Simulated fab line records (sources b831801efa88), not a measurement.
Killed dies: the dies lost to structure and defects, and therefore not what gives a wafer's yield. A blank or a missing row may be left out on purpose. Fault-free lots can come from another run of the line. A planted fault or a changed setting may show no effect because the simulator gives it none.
A struck lot beside a sound one :: flow sky130 :: 16 steps out of a route of 708
Sound: the wafers L971.2, L971.4, L971.5. Struck: wafer L963.4. (L963.5 of the same lot was not struck and is left out.) The cause comes at the end.
At each step with rows: each side's tool, then ch and its chambers, then its first start. Under that, the readings that differ: sound wafers :: struck wafers :: difference of the means :: sigmas: that difference in standard deviations of wafers without a fault.
alike: words and numbers the same on both sides, and readings whose means are apart by under 2 such deviations; not compared: readings that were withheld, readings missing a value for some wafer, numbers with overlapping values and no deviation given by the record, and bounds like >300 which may hide the same value.
The two part at a step that has a row with sigmas, a row that says differs or no value, or rows on one side only. When numbers do not overlap yet have no deviation, they are printed without sigmas and do not part them. A reading missing from all wafers of one side parts the sides only when that side holds two or more wafers.

first, 8 steps without rows for these wafers: SKY_POLY_GATE_DEHYDRATE_05 (time 60 s); SKY_POLY_GATE_HMDS_06 (prime time 60 s); SKY_POLY_GATE_COAT_07 (resist thk 110 nm); SKY_POLY_GATE_COAT_08 (resist thk 450 nm); SKY_POLY_GATE_SOFTBAKE_09 (time 90 s); SKY_POLY_GATE_EXPOSE_10 (exposes mask P1M, target cd 150 nm); SKY_POLY_GATE_PEB_11; SKY_POLY_GATE_DEVELOP_12 (develop time 60 s).
SKY_POLY_GATE_CD_MEAS_13 targets a cd of 150 nm.
  sound on cd-sem-01, day 24 21:56; struck on cd-sem-02, day 21 13:56
  alike: cd-nm
SKY_POLY_GATE_OVL_MEAS_14:
  sound on overlay-01, day 24 22:02; struck on overlay-02, day 21 14:01
reading: POLY_GATE_OVL (nm)
sound: 9 12 1
struck: -6
difference: -13
sigmas: -2
SKY_POLY_GATE_ETCH_15: etches BARC in N2/H2, stops on SiO2, time 118.5 s, target depth 110 nm.
  sound on rie-diel-01 ch 1,2,3, day 24 22:04; struck on rie-diel-02 ch 1, day 21 14:04
  alike: drypump-motor-current-A, n2-flow-sccm, oes-product-au, throttle-valve-pct
  not compared: rf-hours-counter-h
SKY_POLY_GATE_ETCH_16: etches Si3N4 in CH3F/O2, stops on poly-Si, time 147.5 s, target depth 75 nm.
  sound on rie-diel-01 ch 1,2,3, day 24 22:10; struck on rie-diel-02 ch 1, day 21 14:10
reading: oes-product-au (a.u.)
sound: 0.632 0.630 0.634
struck: 0.644
difference: +0.012
sigmas: +2
  alike: drypump-motor-current-A, throttle-valve-pct
  not compared: rf-hours-counter-h
SKY_POLY_GATE_ETCH_17: etches poly-Si in HBr/Cl2, stops on SiO2, target depth 180 nm, time 70.5 s.
  sound on rie-si-02 ch 0,2,3, day 24 22:16; struck on rie-si-02 ch 0, day 21 14:13
reading: oes-product-au (a.u.)
sound: 0.991 1.000 0.984
struck: 0.802
difference: -0.190
sigmas: -22

reading: over-etch-frac
sound: 0.56667 0.56667 0.56667
struck: 1.1778
difference: +0.6111
sigmas: 

reading: model.KrF-thick_of_POLY_GATE_COAT_08.thk-nm (nm)
sound: 140.7 136.3 133.9
struck: 104.6
difference: -32.4
sigmas: 

reading: model.SiO2_of_SONOS_ONO_CVD_04.thk-nm (nm)
sound: 4.062 4.087 4.059
struck: 2.928
difference: -1.141
sigmas: 
  alike: drypump-motor-current-A, he-backside-leak-sccm, throttle-valve-pct
  not compared: rf-hours-counter-h
SKY_POLY_GATE_STRIP_18: strips in O2/N2.
  sound on plasma-asher-03 ch 0,1, day 24 22:19; struck on plasma-asher-03 ch 0, day 21 14:17
reading: oes-product-au (a.u.)
sound: 0.367 0.357 0.358
struck: 0.344
difference: -0.017
sigmas: -3

reading: strip-time-to-endpoint-s (s)
sound: 3.18 3.13 3.09
struck: 2.79
difference: -0.34
sigmas: -8
  alike: drypump-motor-current-A, n2-flow-sccm, o2-flow-sccm
  not compared: rf-hours-counter-h
then, 1 step without rows for these wafers: SKY_POLY_GATE_CLEAN_19 (cleans in SC1/SC2, time 150 s).
-- the record jumps here: 28 days lie between the struck wafers' starts before and after (it left off in module POLY_GATE and takes up again in module PAD_OPEN, whose first step shown is number 708 of the route) --
SKY_PAD_OPEN_PROBE_99:
  sound on prober-01, day 51 02:11; struck on prober-02, day 49 02:23
reading: model.etest.tip-sonos.rs-ohm-sq
sound: 2669 2643 2609
struck: 2313
difference: -327
sigmas: 

reading: model.etest.tip-n.rs-ohm-sq
sound: 441.6 439.7 439.4
struck: 432.8
difference: -7.4
sigmas: 

reading: model.etest.res-pdiff-hv.rs-ohm-sq
sound: 191.2 190.1 189.8
struck: 188.8
difference: -1.6
sigmas: 
  alike: killed_at_M0_to_M3, killed_at_M4_up, killed-at-contacts, killed-at-front-end, killed-at-other, killed-dies, killed-open, killed-short

WHERE THEY PART
Last at SKY_POLY_GATE_STRIP_18 as far as this record goes, first at SKY_POLY_GATE_OVL_MEAS_14. Later steps at which nothing parts them and some readings are alike: SKY_PAD_OPEN_PROBE_99.

WHY: what had been put in by the simulator
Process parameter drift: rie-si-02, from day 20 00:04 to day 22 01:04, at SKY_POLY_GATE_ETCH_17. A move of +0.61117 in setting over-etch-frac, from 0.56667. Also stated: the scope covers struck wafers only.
